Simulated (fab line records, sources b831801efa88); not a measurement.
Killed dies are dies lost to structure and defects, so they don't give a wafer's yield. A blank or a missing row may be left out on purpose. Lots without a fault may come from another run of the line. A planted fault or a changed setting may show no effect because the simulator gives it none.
Problem report in the 8D (eight disciplines) form, filled by code | flow gf180mcu | the parts of the form that need people (team, actions taken, sign-off) are left out

1. THE PROBLEM
dose_ions_cm2 at GF_HV_LDD_IMPLANT_48 reads a mean of 3e+13 on 6 wafers of 2 lots; wafers without a fault read 3e+13 with a standard deviation of 3.4e+10. That is -18 standard deviations from the usual mean.
First seen on wafer L183.1, day 16 04:20, on implanter-01. The record holds 42 wafers of 14 lots with a number at this step. Rule for "out", or "out of limits": more than 4 standard deviations from the usual mean. The other wafers with a number count as sound.

2. WHAT IT IS AND WHAT IT IS NOT
question                    | is                     | is not
which readings at this step | dose_ions_cm2          | -
which lots                  | L183, L185             | L172, L173, L176, L179, L180, L181, L182, L184, L190, L191, L192, L194
which wafers of those lots  | all that have a number | -
read on which tools         | implanter-01           | implanter-02, implanter-04
when                        | from day 16 04:20      | up to then (21 sound wafers); but 15 sound wafers of L184, L190, L191, L192, L194 came after

3. SUSPECTS, AND WHAT RULES EACH OUT
Counting: a tool at a process step up to the reading stays a suspect if it ran every lot that is out and no sound lot after the first of them.
- implanter-01 at GF_HV_LDD_IMPLANT_48: kept. It ran every lot that is out, first L183 (day 16 04:20), and no sound lot after that; its last sound lot up to then is L182 (day 15 21:15). Its own readings are out on those wafers: dose_ions_cm2.
Left after counting: implanter-01 at GF_HV_LDD_IMPLANT_48.

4. THE CAUSE (what the simulator had put in)
Process parameter drift: implanter-01, from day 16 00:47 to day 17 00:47, at GF_HV_LDD_IMPLANT_48. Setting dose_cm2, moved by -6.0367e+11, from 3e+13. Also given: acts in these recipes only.
Counting left only this tool.

5. THE CHAIN OF EFFECTS, in route order
Each row: a reading whose mean over the struck wafers that have a number lies more than 3 standard deviations from the usual. Only readings for which the record gives a usual standard deviation are gone through. hours: the time from each lot's start at the first step in this table that gives one to its start at this step, as a median over the lots. sigmas: the change in usual standard deviations.
hours | step                 | reading       | usual | on struck wafers | change | sigmas
0     | GF_HV_LDD_IMPLANT_48 | dose_ions_cm2 | 3e+13 | 3e+13            | -6e+11 | -18
The process steps in it:
- GF_HV_LDD_IMPLANT_48

6. WHAT WOULD HAVE CAUGHT IT SOONER
In this record the first reading out of limits was taken at day 16 04:20, 4 hours after the fault began at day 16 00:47.
